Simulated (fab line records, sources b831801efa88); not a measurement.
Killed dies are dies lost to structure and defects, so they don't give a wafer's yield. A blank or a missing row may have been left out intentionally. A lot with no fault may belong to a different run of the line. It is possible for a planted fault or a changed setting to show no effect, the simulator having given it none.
fab line records | flow sky130
record lots=6 | wafers=18 | last-day=49
route steps=708 shown LDD_LDN@300 SPACER@304 POLY_CUT@307 PAD_OPEN@708
lots untouched by any fault: they come from a run of this same line in which no faults occurred
start-h: start of the lot's first displayed wafer, in hours after the record's first day | wait-h: hours since the lot's step before | " as in the row above | L1.1+2: several wafers, shown together as one row | - value missing, or start not given | * or withheld: withheld | < > ~ a bound
route shown NAME@n: names a module that has steps shown in the file, with the first one's number in the route | usual: the fault-free wafers' mean and standard deviation | same: alike in all rows | chamber/n: place in a boat | sites: the reading at each site | _std_site: how widely they spread, as a standard deviation | _edge_site: mean of outer sites minus mean of inner sites | radius-mm: how far each site lies from the wafer's centre | mask NAME#n: copy n | behind: the most recent tool/chamber to have shaped the wafer | hold: why the lot was held/for how many hours/how that ended | device: names the non-switching transistor (n, p or np) | end of line: the same wafers' tests at the end of the route | for a step that has no rows: nothing shown but its recipe | killed: the dies lost at the first sort to structure and to defects; this is not the yield of the wafer | map: a wafer's dies, marking killed ones x, the rest . and places with no die _
set.NAME: the setting that was run; set.NAME@STEP: the one run at that earlier step | model.NAME: the simulator's own value behind a step, which no gauge read
lots at some steps of the route; a table a step, a row a wafer
services: a tool's chamber out of use, with start hour (start-h, from the record's first day; less than 0 if before it), hours out, and reason
## steps
# step SKY_LDD_LDN_IMPLANT_11
# recipe species=As | energy-kev=15 | dose-cm2=1.25e+13 | tilt-deg=withheld | rotation-deg=293
# step SKY_LDD_LDN_STRIP_12
# recipe chemistry=O2/N2 | power-w=1400 | pressure-mtorr=1500 | platen-temp-c=withheld | o2-flow-sccm=3000 | n2-flow-sccm=300 | overash-fraction=0.5
# usual drypump-motor-current-A=5.5/0.36 | o2-flow-sccm=3001/8.5 | oes-product-au=0.715/0.0044 | strip-time-to-endpoint-s=14.19/0.046
lot.wafer | tool            | chamber | start-h | wait-h | drypump-motor-current-A | o2-flow-sccm | oes-product-au | rf-hours-counter-h | strip-time-to-endpoint-s
L401.4    | plasma-asher-01 | 1       | 536.33  | 0.1    | 5.4                     | 2990         | 0.720          | -                  | 14.22
L401.5    | "               | 1       | "       | "      | 5.3                     | 3003         | 0.715          | -                  | 14.18
L401.6    | "               | 0       | "       | "      | 5.3                     | 3002         | 0.714          | -                  | 14.24
L408.1    | plasma-asher-01 | 0       | 605.55  | 0.1    | 5.4                     | 2989         | 0.712          | 50                 | 14.21
L408.5    | "               | 1       | "       | "      | 5.4                     | 3008         | 0.714          | -                  | 14.22
L408.6    | "               | 0       | "       | "      | 5.4                     | 2997         | 0.714          | -                  | 14.22
L413.1    | plasma-asher-02 | 1       | 655.00  | 0.1    | 5.4                     | 2991         | 0.709          | 96                 | 14.25
L413.2    | "               | 0       | "       | "      | 6.4                     | 3017         | 0.721          | 96                 | 14.26
L413.5    | "               | 1       | "       | "      | 5.4                     | 3000         | 0.716          | -                  | 14.27
L414.3    | plasma-asher-03 | 1       | 656.00  | 0.1    | 5.4                     | 2998         | 0.721          | -                  | 14.19
L414.5    | "               | 0       | "       | "      | 5.2                     | 2998         | 0.719          | -                  | 14.16
L414.6    | "               | 1       | "       | "      | 5.4                     | 2995         | 0.717          | -                  | 14.25
L418.2    | plasma-asher-01 | 0       | 667.25  | 0.1    | 5.4                     | 3001         | 0.719          | 56                 | 14.12
L418.3    | "               | 1       | "       | "      | 5.3                     | 3008         | 0.714          | -                  | 14.15
L418.4    | "               | 0       | "       | "      | 5.4                     | 3013         | 0.718          | -                  | 14.15
L420.2    | plasma-asher-01 | 1       | 689.15  | 0.1    | 5.3                     | 3014         | 0.713          | 58                 | 14.16
L420.4    | "               | 0       | "       | "      | 5.4                     | 3028         | 0.724          | -                  | 14.15
L420.5    | "               | 0       | "       | "      | 5.4                     | 3011         | 0.712          | -                  | 14.11
# step SKY_LDD_LDN_TW_MEAS_13
# usual LDD_LDN_TW=1460/6.4
lot.wafer | tool          | chamber | start-h | wait-h | LDD_LDN_TW
L401.4    | film-metro-04 | -       | 536.43  | 0.1    | 1468
L401.5    | "             | -       | "       | "      | 1469
L401.6    | "             | -       | "       | "      | 1465
L408.1    | film-metro-04 | -       | 605.65  | 0.1    | 1464
L408.5    | "             | -       | "       | "      | 1467
L408.6    | "             | -       | "       | "      | 1466
L413.1    | film-metro-02 | -       | 655.10  | 0.1    | 1458
L413.2    | "             | -       | "       | "      | 1467
L413.5    | "             | -       | "       | "      | 1460
L414.3    | film-metro-04 | -       | 656.09  | 0.1    | 1452
L414.5    | "             | -       | "       | "      | 1460
L414.6    | "             | -       | "       | "      | 1459
L418.2    | film-metro-04 | -       | 667.36  | 0.1    | 1462
L418.3    | "             | -       | "       | "      | 1459
L418.4    | "             | -       | "       | "      | 1464
L420.2    | film-metro-02 | -       | 689.26  | 0.1    | 1454
L420.4    | "             | -       | "       | "      | 1453
L420.5    | "             | -       | "       | "      | 1454
# step SKY_LDD_LDN_CLEAN_14
# recipe chemistry=SC1/SC2 | mix=1:4:20 | temp-c=70 | time-s=150 | dry=n2-spin
# step SKY_SPACER_CVD_00
# recipe material=Si3N4 | precursor=DCS/NH3 | target-thk-nm=43.1 | temp-c=770 | time-s=740 | pressure-mtorr=250
# step SKY_SPACER_THK_MEAS_01
# recipe reads=Si3N4_of_SPACER_CVD_00
# usual SPACER_CVD_00_THK=43.2/0.36
lot.wafer | tool          | chamber | start-h | wait-h | SPACER_CVD_00_THK[nm]
L401.4    | film-metro-01 | -       | 537.75  | 0.0    | 42.9
L401.5    | "             | -       | "       | "      | 42.8
L401.6    | "             | -       | "       | "      | 42.8
L408.1    | film-metro-03 | -       | 607.60  | 0.0    | 43.7
L408.5    | "             | -       | "       | "      | 43.2
L408.6    | "             | -       | "       | "      | 43.5
L413.1    | film-metro-01 | -       | 656.49  | 0.0    | 43.5
L413.2    | "             | -       | "       | "      | 43.2
L413.5    | "             | -       | "       | "      | 43.6
L414.3    | film-metro-03 | -       | 657.72  | 0.0    | 43.1
L414.5    | "             | -       | "       | "      | 43.0
L414.6    | "             | -       | "       | "      | 43.5
L418.2    | film-metro-04 | -       | 669.54  | 0.0    | 43.1
L418.3    | "             | -       | "       | "      | 43.0
L418.4    | "             | -       | "       | "      | 43.2
L420.2    | film-metro-04 | -       | 693.48  | 0.0    | 42.9
L420.4    | "             | -       | "       | "      | 43.1
L420.5    | "             | -       | "       | "      | 43.6
# step SKY_SPACER_ETCHBACK_02
# recipe chemistry=CH3F/O2 | target=Si3N4 | stop-on=SiO2 | source-w=400 | bias-w=80 | pressure-mtorr=25 | ch3f-flow-sccm=40 | O2_flow_sccm=30 | time-s=46.7 | target-depth-a=450
# usual drypump-motor-current-A=5.8/0.5 | oes-product-au=0.856/0.0065 | throttle-valve-pct=10.563/0.0096
# same time-s=46.7
lot.wafer | tool        | chamber | start-h | wait-h | drypump-motor-current-A | oes-product-au | rf-hours-counter-h | throttle-valve-pct
L401.4    | rie-diel-02 | 1       | 537.78  | 0.0    | 5.9                     | 0.849          | 1                  | 10.564
L401.5    | "           | 2       | "       | "      | 5.0                     | 0.856          | -                  | 10.568
L401.6    | "           | 1       | "       | "      | 5.9                     | 0.855          | -                  | 10.561
L408.1    | rie-diel-03 | 1       | 607.66  | 0.1    | 5.7                     | 0.863          | 39                 | 10.559
L408.5    | "           | 1       | "       | "      | 5.7                     | 0.856          | -                  | 10.554
L408.6    | "           | 2       | "       | "      | 5.5                     | 0.860          | -                  | 10.562
L413.1    | rie-diel-02 | 1       | 656.55  | 0.1    | 5.9                     | 0.862          | 4                  | 10.569
L413.2    | "           | 2       | "       | "      | 5.0                     | 0.856          | 15                 | 10.576
L413.5    | "           | 3       | "       | "      | 5.7                     | 0.868          | -                  | 10.569
L414.3    | rie-diel-04 | 0       | 657.76  | 0.0    | 5.2                     | 0.860          | 27                 | 10.562
L414.5    | "           | 0       | "       | "      | 5.2                     | 0.842          | -                  | 10.576
L414.6    | "           | 1       | "       | "      | 6.0                     | 0.859          | -                  | 10.571
L418.2    | rie-diel-03 | 1       | 669.59  | 0.0    | 5.7                     | 0.861          | 40                 | 10.570
L418.3    | "           | 3       | "       | "      | 5.5                     | 0.856          | 22                 | 10.566
L418.4    | "           | 2       | "       | "      | 5.6                     | 0.857          | 10                 | 10.563
L420.2    | rie-diel-04 | 3       | 693.53  | 0.0    | 6.2                     | 0.857          | 15                 | 10.564
L420.4    | "           | 1       | "       | "      | 6.0                     | 0.854          | 10                 | 10.576
L420.5    | "           | 3       | "       | "      | 6.2                     | 0.856          | -                  | 10.569
# step SKY_POLY_CUT_DEHYDRATE_00
# recipe temp-c=200 | time-s=60
# step SKY_POLY_CUT_HMDS_01
# recipe prime-time-s=60 | prime-temp-c=120
# step SKY_POLY_CUT_COAT_02
# recipe resist=BARC | temp-c=withheld | time-s=withheld | spin-rpm=3000 | resist-thk-nm=60
# step SKY_POLY_CUT_COAT_03
# recipe resist=KrF-thick | spin-rpm=3000 | resist-thk-nm=450
# step SKY_POLY_CUT_SOFTBAKE_04
# recipe temp-c=100 | time-s=90 | resist=KrF-thick
# step SKY_POLY_CUT_EXPOSE_05
# recipe mask-id=NPCM | na=0.8 | source-shape=annular | sigma-inner=0.55 | sigma-outer=0.85 | target-cd-nm=270 | dose-mj=32
lot.wafer  | tool           | chamber | start-h | wait-h | mask
L401.4+5+6 | krf-scanner-02 | 0       | 553.32  | -      | NPCM#0
L408.1+5+6 | krf-scanner-01 | 0       | 622.78  | -      | NPCM#0
L413.1+2+5 | krf-scanner-02 | 0       | 670.58  | -      | NPCM#0
L414.3+5+6 | krf-scanner-01 | 0       | 672.40  | -      | NPCM#0
L418.2+3+4 | krf-scanner-01 | 0       | 684.33  | -      | NPCM#0
L420.2+4+5 | krf-scanner-01 | 0       | 708.08  | -      | NPCM#0
# step SKY_POLY_CUT_PEB_06
# recipe peb-temp-c=withheld | peb-time-s=withheld | resist=KrF-thick
# step SKY_POLY_CUT_DEVELOP_07
# recipe develop-time-s=60 | resist=KrF-thick | dev-temp-c=21
# step SKY_POLY_CUT_CD_MEAS_08
# recipe target-cd-nm=270
# usual cd-nm=269.8/1.3
lot.wafer | tool      | chamber | start-h | wait-h | cd-nm
L401.4    | cd-sem-01 | -       | 567.69  | -      | 270.3
L401.5    | "         | -       | "       | "      | 269.1
L401.6    | "         | -       | "       | "      | 270.4
L408.1    | cd-sem-01 | -       | 636.75  | -      | 272.7
L408.5    | "         | -       | "       | "      | 271.9
L408.6    | "         | -       | "       | "      | 272.8
L413.1    | cd-sem-01 | -       | 684.53  | -      | 269.7
L413.2    | "         | -       | "       | "      | 269.9
L413.5    | "         | -       | "       | "      | 270.0
L414.3    | cd-sem-01 | -       | 686.47  | -      | 268.4
L414.5    | "         | -       | "       | "      | 270.6
L414.6    | "         | -       | "       | "      | 269.9
L418.2    | cd-sem-01 | -       | 697.85  | -      | 249.6
L418.3    | "         | -       | "       | "      | 247.6
L418.4    | "         | -       | "       | "      | 269.1
L420.2    | cd-sem-01 | -       | 720.87  | -      | 250.2
L420.4    | "         | -       | "       | "      | 271.0
L420.5    | "         | -       | "       | "      | 249.6
# step SKY_POLY_CUT_OVL_MEAS_09
# usual POLY_CUT_OVL=-5/5.1
lot.wafer | tool       | chamber | start-h | wait-h | POLY_CUT_OVL[nm]
L401.4    | overlay-02 | -       | 567.77  | 0.1    | 3
L401.5    | "          | -       | "       | "      | -12
L401.6    | "          | -       | "       | "      | -8
L408.1    | overlay-01 | -       | 636.87  | 0.1    | -6
L408.5    | "          | -       | "       | "      | -14
L408.6    | "          | -       | "       | "      | -11
L413.1    | overlay-02 | -       | 684.65  | 0.1    | -9
L413.2    | "          | -       | "       | "      | -13
L413.5    | "          | -       | "       | "      | -6
L414.3    | overlay-01 | -       | 686.57  | 0.1    | -2
L414.5    | "          | -       | "       | "      | -12
L414.6    | "          | -       | "       | "      | 3
L418.2    | overlay-02 | -       | 697.96  | 0.1    | -1
L418.3    | "          | -       | "       | "      | -4
L418.4    | "          | -       | "       | "      | -2
L420.2    | overlay-01 | -       | 720.98  | 0.1    | -7
L420.4    | "          | -       | "       | "      | -10
L420.5    | "          | -       | "       | "      | -12
# step SKY_POLY_CUT_ETCH_10
# recipe chemistry=N2/H2 | target=BARC | ion-energy-ev=200 | source-w=500 | bias-w=100 | pressure-mtorr=30 | n2-flow-sccm=100 | h2-flow-sccm=200 | stop-on=SiO2 | time-s=45.9 | target-depth-a=600
# usual drypump-motor-current-A=5.7/0.61 | oes-product-au=0.855/0.005 | throttle-valve-pct=13.225/0.0085
# same time-s=45.9
lot.wafer | tool        | chamber | start-h | wait-h | drypump-motor-current-A | oes-product-au | rf-hours-counter-h | throttle-valve-pct | model.POLY_CUT.cd-nm
L401.4    | rie-diel-01 | 0       | 567.79  | 0.0    | 5.6                     | 0.850          | 1                  | 13.226             | 270.5
L401.5    | "           | 0       | "       | "      | 5.6                     | 0.856          | -                  | 13.220             | 269.2
L401.6    | "           | 1       | "       | "      | 4.8                     | 0.860          | -                  | 13.221             | 270.2
L408.1    | rie-diel-02 | 3       | 636.91  | 0.0    | 5.7                     | 0.858          | 48                 | 13.227             | 273
L408.5    | "           | 2       | "       | "      | 5.0                     | 0.849          | -                  | 13.232             | 271.5
L408.6    | "           | 3       | "       | "      | 5.7                     | 0.864          | -                  | 13.205             | 273.1
L413.1    | rie-diel-04 | 1       | 684.69  | 0.0    | 6.0                     | 0.854          | 10                 | 13.244             | 270.6
L413.2    | "           | 0       | "       | "      | 5.3                     | 0.859          | 27                 | 13.227             | 269.5
L413.5    | "           | 2       | "       | "      | 5.5                     | 0.864          | -                  | 13.225             | 270
L414.3    | rie-diel-04 | 0       | 686.59  | 0.0    | 5.3                     | 0.858          | 27                 | 13.223             | 268.4
L414.5    | "           | 1       | "       | "      | 6.0                     | 0.848          | -                  | 13.218             | 271.2
L414.6    | "           | 2       | "       | "      | 5.5                     | 0.851          | -                  | 13.240             | 270.1
L418.2    | rie-diel-04 | 2       | 697.99  | 0.0    | 5.5                     | 0.857          | 19                 | 13.229             | 248.9
L418.3    | "           | 1       | "       | "      | 6.0                     | 0.855          | 10                 | 13.233             | 248
L418.4    | "           | 1       | "       | "      | 6.0                     | 0.858          | -                  | 13.217             | 268.9
L420.2    | rie-diel-04 | 1       | 721.01  | 0.0    | 6.0                     | 0.860          | 10                 | 13.229             | 250.6
L420.4    | "           | 3       | "       | "      | 6.3                     | 0.853          | 16                 | 13.222             | 271.4
L420.5    | "           | 0       | "       | "      | 5.3                     | 0.854          | -                  | 13.236             | 250.1
# step SKY_POLY_CUT_ETCH_11
# recipe target=Si3N4 | chemistry=CF4/CH2F2/Ar | stop-on=poly-Si | source-w=600 | bias-w=150 | pressure-mtorr=40 | cf4-flow-sccm=40 | ch2f2-flow-sccm=20 | Ar_flow_sccm=150 | time-s=42.5 | target-depth-a=600
# usual drypump-motor-current-A=5.7/0.61 | mfc-ar-sccm=150.1/0.5 | oes-product-au=0.829/0.0061 | throttle-valve-pct=14.995/0.008
# same time-s=42.5
lot.wafer | tool        | chamber | start-h | wait-h | drypump-motor-current-A | mfc-ar-sccm | oes-product-au | rf-hours-counter-h | throttle-valve-pct | model.POLY_CUT.cd-nm
L401.4    | rie-diel-01 | 0       | 567.83  | 0.0    | 5.6                     | 149.3       | 0.834          | 1                  | 14.995             | 270.4
L401.5    | "           | 0       | "       | "      | 5.6                     | 149.4       | 0.829          | -                  | 14.998             | 269.2
L401.6    | "           | 1       | "       | "      | 4.8                     | 149.9       | 0.826          | -                  | 14.980             | 270.2
L408.1    | rie-diel-02 | 3       | 636.95  | 0.0    | 5.7                     | 149.7       | 0.825          | 48                 | 15.007             | 273
L408.5    | "           | 2       | "       | "      | 5.0                     | 150.7       | 0.822          | -                  | 14.982             | 271.5
L408.6    | "           | 3       | "       | "      | 5.7                     | 149.2       | 0.828          | -                  | 14.993             | 273.1
L413.1    | rie-diel-04 | 1       | 684.73  | 0.0    | 6.0                     | 150.5       | 0.828          | 10                 | 14.989             | 270.6
L413.2    | "           | 0       | "       | "      | 5.2                     | 149.8       | 0.832          | 27                 | 15.006             | 269.6
L413.5    | "           | 2       | "       | "      | 5.5                     | 150.0       | 0.839          | -                  | 15.000             | 270
L414.3    | rie-diel-04 | 0       | 686.63  | 0.0    | 5.2                     | 149.7       | 0.833          | 27                 | 14.997             | 268.4
L414.5    | "           | 1       | "       | "      | 6.0                     | 149.9       | 0.838          | -                  | 14.998             | 271.1
L414.6    | "           | 2       | "       | "      | 5.5                     | 149.8       | 0.822          | -                  | 14.993             | 270.1
L418.2    | rie-diel-04 | 2       | 698.03  | 0.0    | 5.4                     | 150.6       | 0.836          | 19                 | 14.983             | 248.8
L418.3    | "           | 1       | "       | "      | 6.0                     | 149.8       | 0.821          | 10                 | 14.999             | 248
L418.4    | "           | 1       | "       | "      | 6.0                     | 150.2       | 0.827          | -                  | 14.991             | 268.8
L420.2    | rie-diel-04 | 1       | 721.05  | 0.0    | 6.0                     | 150.8       | 0.822          | 10                 | 14.990             | 250.7
L420.4    | "           | 3       | "       | "      | 6.3                     | 149.8       | 0.827          | 16                 | 15.002             | 271.3
L420.5    | "           | 0       | "       | "      | 5.2                     | 150.6       | 0.823          | -                  | 14.991             | 250.2
# step SKY_POLY_CUT_STRIP_12
# recipe chemistry=O2/N2 | power-w=1400 | pressure-mtorr=1500 | platen-temp-c=withheld | o2-flow-sccm=3000 | n2-flow-sccm=300 | overash-fraction=0.5
# usual drypump-motor-current-A=5.6/0.36 | o2-flow-sccm=2999/8.5 | oes-product-au=0.453/0.005 | strip-time-to-endpoint-s=5.367/0.019
lot.wafer | tool            | chamber | start-h | wait-h | drypump-motor-current-A | o2-flow-sccm | oes-product-au | rf-hours-counter-h | strip-time-to-endpoint-s
L401.4    | plasma-asher-03 | 1       | 567.90  | 0.1    | 5.4                     | 2992         | 0.455          | -                  | 5.388
L401.5    | "               | 0       | "       | "      | 5.3                     | 2998         | 0.456          | -                  | 5.385
L401.6    | "               | 1       | "       | "      | 5.4                     | 2997         | 0.452          | -                  | 5.381
L408.1    | plasma-asher-02 | 1       | 636.99  | 0.0    | 5.4                     | 3004         | 0.455          | 94                 | 5.390
L408.5    | "               | 0       | "       | "      | 6.3                     | 2995         | 0.453          | -                  | 5.366
L408.6    | "               | 1       | "       | "      | 5.4                     | 2999         | 0.460          | -                  | 5.362
L413.1    | plasma-asher-04 | 1       | 684.77  | 0.0    | 5.8                     | 2985         | 0.458          | 85                 | 5.395
L413.2    | "               | 0       | "       | "      | 5.4                     | 2977         | 0.441          | 85                 | 5.388
L413.5    | "               | 0       | "       | "      | 5.4                     | 2987         | 0.446          | -                  | 5.379
L414.3    | plasma-asher-04 | 1       | 686.71  | 0.1    | 5.8                     | 2991         | 0.460          | -                  | 5.382
L414.5    | "               | 1       | "       | "      | 5.8                     | 2991         | 0.452          | -                  | 5.374
L414.6    | "               | 0       | "       | "      | 5.4                     | 3004         | 0.455          | -                  | 5.343
L418.2    | plasma-asher-04 | 1       | 698.07  | 0.0    | 5.8                     | 3004         | 0.451          | 87                 | 5.375
L418.3    | "               | 0       | "       | "      | 5.4                     | 3008         | 0.458          | -                  | 5.381
L418.4    | "               | 1       | "       | "      | 5.8                     | 3010         | 0.448          | -                  | 5.404
L420.2    | plasma-asher-02 | 0       | 721.09  | 0.0    | 6.3                     | 2999         | 0.455          | 102                | 5.374
L420.4    | "               | 0       | "       | "      | 6.4                     | 2993         | 0.448          | -                  | 5.389
L420.5    | "               | 0       | "       | "      | 6.3                     | 3003         | 0.450          | -                  | 5.386
# step SKY_PAD_OPEN_PROBE_99
# usual killed_at_M0_to_M3=43/7.4 | killed_at_M4_up=3.3/2 | killed-at-contacts=24/5.4 | killed-at-front-end=16/4.2 | killed-at-other=0.3/0.61 | killed-dies=87/9.4 | killed-open=47/7.3 | killed-short=40/6.7
# same gross-dies=492 | killed-at-back-side=0
lot.wafer | tool      | chamber | start-h | wait-h | killed_at_M0_to_M3 | killed_at_M4_up | killed-at-contacts | killed-at-front-end | killed-at-other | killed-dies | killed-open | killed-short
L418.2    | prober-02 | -       | 1172.60 | 0.1    | 42                 | 3               | 30                 | 18                  | 0               | 93          | 47          | 44
L420.2    | prober-02 | -       | 1187.38 | 0.1    | 28                 | 4               | 30                 | 9                   | 0               | 71          | 44          | 27
L420.4    | prober-02 | -       | 1187.48 | 0.2    | 38                 | 2               | 25                 | 16                  | 0               | 81          | 43          | 38
L420.5    | prober-02 | -       | 1187.53 | 0.2    | 40                 | 3               | 23                 | 12                  | 1               | 79          | 43          | 36
# killed by level:class
L418.2 VIA1:geometric-particle:short=10 CONTACT:geometric-particle:open=8 CONTACT:geometric-particle:short=8 LI_CONTACT:geometric-particle:open=7 VIA1:geometric-particle:open=7 VIA3:geometric-particle:open=7 METAL1:geometric-particle:short=6 VIA2:geometric-particle:open=6
L420.2 CONTACT:geometric-particle:open=13 VIA2:geometric-particle:open=10 VIA1:geometric-particle:open=6 LI_CONTACT:geometric-particle:short=6 LI_CONTACT:geometric-particle:open=6 VIA3:geometric-particle:open=4 FIELD_ISO:geometric-particle:short=3 VIA1:geometric-particle:short=3
L420.4 CONTACT:geometric-particle:open=10 VIA3:geometric-particle:open=8 POLY_GATE:geometric-particle:open=6 CONTACT:geometric-particle:short=6 VIA1:geometric-particle:open=6 METAL2:geometric-particle:short=6 VIA3:geometric-particle:short=6 LI_CONTACT:geometric-particle:open=4
L420.5 VIA1:geometric-particle:open=10 VIA2:geometric-particle:open=10 LOCAL_INTERCONNECT:geometric-particle:short=8 CONTACT:geometric-particle:open=8 FIELD_ISO:geometric-particle:short=4 VIA2:geometric-particle:short=4 VIA3:geometric-particle:open=4 SONOS_ONO:geometric-particle:short=3
## services
tool            | chamber | start-h | hours | kind
rie-diel-02     | 3       | 516.50  | 7.1   | repair
plasma-asher-04 | -       | 524.63  | 2.8   | pm
krf-scanner-01  | -       | 534.71  | 7.2   | pm
plasma-asher-04 | -       | 555.81  | 2.4   | repair
krf-scanner-01  | -       | 576.97  | 1.3   | pm
rie-diel-02     | 2       | 577.92  | 18.7  | repair
rie-diel-04     | 1       | 589.96  | 2.6   | repair
rie-diel-04     | 3       | 605.76  | 6.3   | repair
rie-diel-02     | 0       | 609.47  | 6.6   | repair
rie-diel-04     | 1       | 613.89  | 9.5   | repair
plasma-asher-01 | -       | 618.65  | 1.5   | repair
rie-diel-04     | 2       | 619.51  | 3.2   | repair
rie-diel-02     | 0       | 622.71  | 15.9  | repair
rie-diel-04     | -       | 625.25  | 0.6   | repair
rie-diel-04     | -       | 625.60  | 1.3   | repair
krf-scanner-01  | -       | 632.96  | 0.7   | repair
rie-diel-02     | 3       | 640.49  | 15.3  | repair
krf-scanner-01  | -       | 640.81  | 1.0   | pm
plasma-asher-01 | -       | 665.34  | 1.1   | repair
rie-diel-04     | 1       | 667.47  | 7.7   | repair
krf-scanner-01  | -       | 667.67  | 0.8   | pm
rie-diel-02     | -       | 684.50  | 1.2   | repair
rie-diel-04     | 0       | 695.99  | 4.1   | repair
rie-diel-02     | 1       | 716.41  | 4.1   | repair
## key
first-sign step=SKY_POLY_CUT_CD_MEAS_08 | reading=cd-nm | direction=down | sigmas=16 | usual=269.8 | struck=249.2
effect none on later readings
model-effect step=SKY_POLY_CUT_ETCH_10 | value=POLY_CUT.cd-nm | without=269.8 | struck=249.4
model-effect step=SKY_POLY_CUT_ETCH_11 | value=POLY_CUT.cd-nm | without=269.9 | struck=249.4
met-at SKY_POLY_CUT_EXPOSE_05
struck-wafers L418.2,L418.3,L420.2,L420.5
tester-left-out L418,L420
onset-between 672.40 684.33
fault kind=process-parameter-drift | tool=krf-scanner-01 | chamber=- | onset-h=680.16 | steps=SKY_POLY_CUT_EXPOSE_05 | channel=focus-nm | offset=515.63 | shape=step | end-h=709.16 | scope=struck-wafers-only
# tester-left-out: of these lots the tester's yield and bins aren't shown, on N5 and GAA mostly nor the transistor test; their killed dies are dies lost to structure and defects alone, not to doping, threshold or leakage, so they don't give the yield
